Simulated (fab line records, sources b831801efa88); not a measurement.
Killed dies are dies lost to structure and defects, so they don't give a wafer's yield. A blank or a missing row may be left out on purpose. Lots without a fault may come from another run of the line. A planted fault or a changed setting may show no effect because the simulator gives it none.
Which tool did it? | flow sky130 | 9 lots, 27 wafers sampled, at 3 steps of a route of 708

WHAT THE GAUGES READ, wafer by wafer
SKY_CAP2M_RS_MEAS_03: measures by four-point-probe.
lot  | measured     | on            | CAP2M_TIN_RS (ohm/sq)
L544 | day 40 11:40 | film_metro-02 | 6.93 6.78 6.86
L546 | day 41 00:13 | film_metro-02 | 6.96 6.99 6.92
L547 | day 41 09:16 | film_metro-02 | 6.87 6.87 6.85
L548 | day 41 17:55 | film_metro-04 | 6.95 6.98 6.82
L552 | day 42 17:43 | film_metro-02 | 6.96 6.98 6.93
L555 | day 43 10:19 | film_metro-02 | 6.87 6.84 6.87
L556 | day 43 23:51 | film_metro-03 | 6.97 6.96 6.89
L557 | day 44 03:34 | film_metro-02 | 6.86 6.96 6.96
L563 | day 45 21:16 | film_metro-02 | 7.49 6.76 6.77

WHICH TOOL RAN EACH LOT (tool, then ch and the chambers of the sampled wafers, then the start)
lot  | SKY_METAL3_ETCH_16                | SKY_CAP2M_SPUTTER_02
L544 | rie_metal-01 ch 0,1, day 39 05:47 | pvd_sputter-01, day 40 11:31
L546 | rie_metal-02 ch 0, day 39 20:11   | pvd_sputter-04, day 41 00:05
L547 | rie_metal-01 ch 0, day 40 05:20   | pvd_sputter-03, day 41 09:08
L548 | rie_metal-02 ch 0, day 40 14:17   | pvd_sputter-01, day 41 17:48
L552 | rie_metal-03 ch 0,1, day 41 15:10 | pvd_sputter-04, day 42 17:35
L555 | rie_metal-01 ch 0,1, day 42 07:48 | pvd_sputter-03, day 43 10:10
L556 | rie_metal-03 ch 0,1, day 42 20:50 | pvd_sputter-04, day 43 23:44
L557 | rie_metal-02 ch 0,1, day 43 01:19 | pvd_sputter-04, day 44 03:26
L563 | rie_metal-01 ch 1, day 44 19:52   | pvd_sputter-03, day 45 21:08
- SKY_METAL3_ETCH_16: etches BARC in N2/H2, stops on SiO2, time 88.2 s, target depth 60 nm.
- SKY_CAP2M_SPUTTER_02: material TiN, target thk 200 nm, time 166.7 s.

THE ANSWER, worked out from the rows above alone
Rule: what is usual is taken from the lots themselves. Put in order of their means at a reading, lots are off if they are a third of the lots or fewer, leave a main group of 4 or more, and stand apart from it by a gap of 3 or more times the standard deviation of the main group's means; of several such gaps the widest counts. A main group whose means are all the same, to the digits that the tables above print for the reading, isn't used. A lot without any number at a reading at which 4 lots or more have one is off too. The other lots that the step has rows for count as sound.
No lot is off at any reading shown: from this, nothing can be told.

WHAT THE SIMULATOR HAD PUT IN
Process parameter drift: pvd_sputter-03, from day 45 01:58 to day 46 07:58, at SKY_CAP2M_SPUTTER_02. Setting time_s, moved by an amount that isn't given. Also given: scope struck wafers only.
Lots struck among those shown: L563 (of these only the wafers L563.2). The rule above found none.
